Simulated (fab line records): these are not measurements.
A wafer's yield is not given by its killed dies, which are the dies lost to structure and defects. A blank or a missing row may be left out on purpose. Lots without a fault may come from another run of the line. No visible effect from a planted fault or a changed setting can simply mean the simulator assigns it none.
The tool behind it: which one? / flow gf180mcu / 18 wafers from 6 lots sampled at 3 of the route's 602 steps

== WHAT THE GAUGES READ, wafer by wafer ==
GF_V2_CD_MEAS_14: target cd 260 nm.
lot=L986; measured=day 20 15:14; on=cd_sem-01; cd_nm (nm)=258.9 258.4 258.8
lot=L988; measured=day 21 11:43; on=cd_sem-01; cd_nm (nm)=261.6 260.8 261.4
lot=L997; measured=day 24 20:46; on=cd_sem-01; cd_nm (nm)=274.2 273.8 274.9
lot=L102; measured=day 26 06:38; on=cd_sem-02; cd_nm (nm)=260.6 259.2 260.1
lot=L105; measured=day 27 05:07; on=cd_sem-02; cd_nm (nm)=260.8 261.7 260.3
lot=L107; measured=day 27 21:19; on=cd_sem-02; cd_nm (nm)=260.7 260.6 260.0

== EACH LOT AND THE TOOL THAT RAN IT (in order: tool; ch and the chambers of the sampled wafers; start) ==
lot=L986; GF_M2_SPUTTER_00=pvd_sputter-03, day 18 12:47; GF_V2_SOFTBAKE_10=litho_track-01 ch 0, day 20 03:00
lot=L988; GF_M2_SPUTTER_00=pvd_sputter-03, day 19 09:41; GF_V2_SOFTBAKE_10=litho_track-02 ch 0, day 21 00:00
lot=L997; GF_M2_SPUTTER_00=pvd_sputter-04, day 22 21:34; GF_V2_SOFTBAKE_10=litho_track-03 ch 0, day 24 09:00
lot=L102; GF_M2_SPUTTER_00=pvd_sputter-02, day 24 09:50; GF_V2_SOFTBAKE_10=litho_track-01 ch 0, day 25 20:00
lot=L105; GF_M2_SPUTTER_00=pvd_sputter-03, day 25 10:01; GF_V2_SOFTBAKE_10=litho_track-01 ch 0, day 26 18:00
lot=L107; GF_M2_SPUTTER_00=pvd_sputter-02, day 26 02:02; GF_V2_SOFTBAKE_10=litho_track-03 ch 0, day 27 11:00
- GF_M2_SPUTTER_00: material Ti, target thk 37.5 nm, time 150 s.
- GF_V2_SOFTBAKE_10: time 60 s.

== THE ANSWER, worked out from the rows above alone ==
Rule: usual is defined by the lots themselves. Put in order of their means at a reading, lots are off if they are a third of the lots or fewer, leave a main group of 4 or more, and stand apart from it by a gap of 3 or more times the standard deviation of the main group's means; of several such gaps the widest counts. A main group whose means are all the same, to the digits that the tables above print for the reading, isn't used. Also off: a lot with no number at a reading for which 4 or more lots have one. Any other lot the step has rows for is counted as sound.
Off, at GF_V2_CD_MEAS_14 on cd_nm: L997. For the main group the mean is 260.3 nm and the standard deviation 0.9.
A tool fits if, at a process step before that reading, it ran every lot that is off, and no sound lot after the first of them. Gauges at GF_V2_CD_MEAS_14: tried the same way as those tools. 2 tools fit, pvd_sputter-04 at GF_M2_SPUTTER_00 and cd_sem-01 at GF_V2_CD_MEAS_14, so this cannot tell which one it is.

== WHAT HAD BEEN PUT IN BY THE SIMULATOR ==
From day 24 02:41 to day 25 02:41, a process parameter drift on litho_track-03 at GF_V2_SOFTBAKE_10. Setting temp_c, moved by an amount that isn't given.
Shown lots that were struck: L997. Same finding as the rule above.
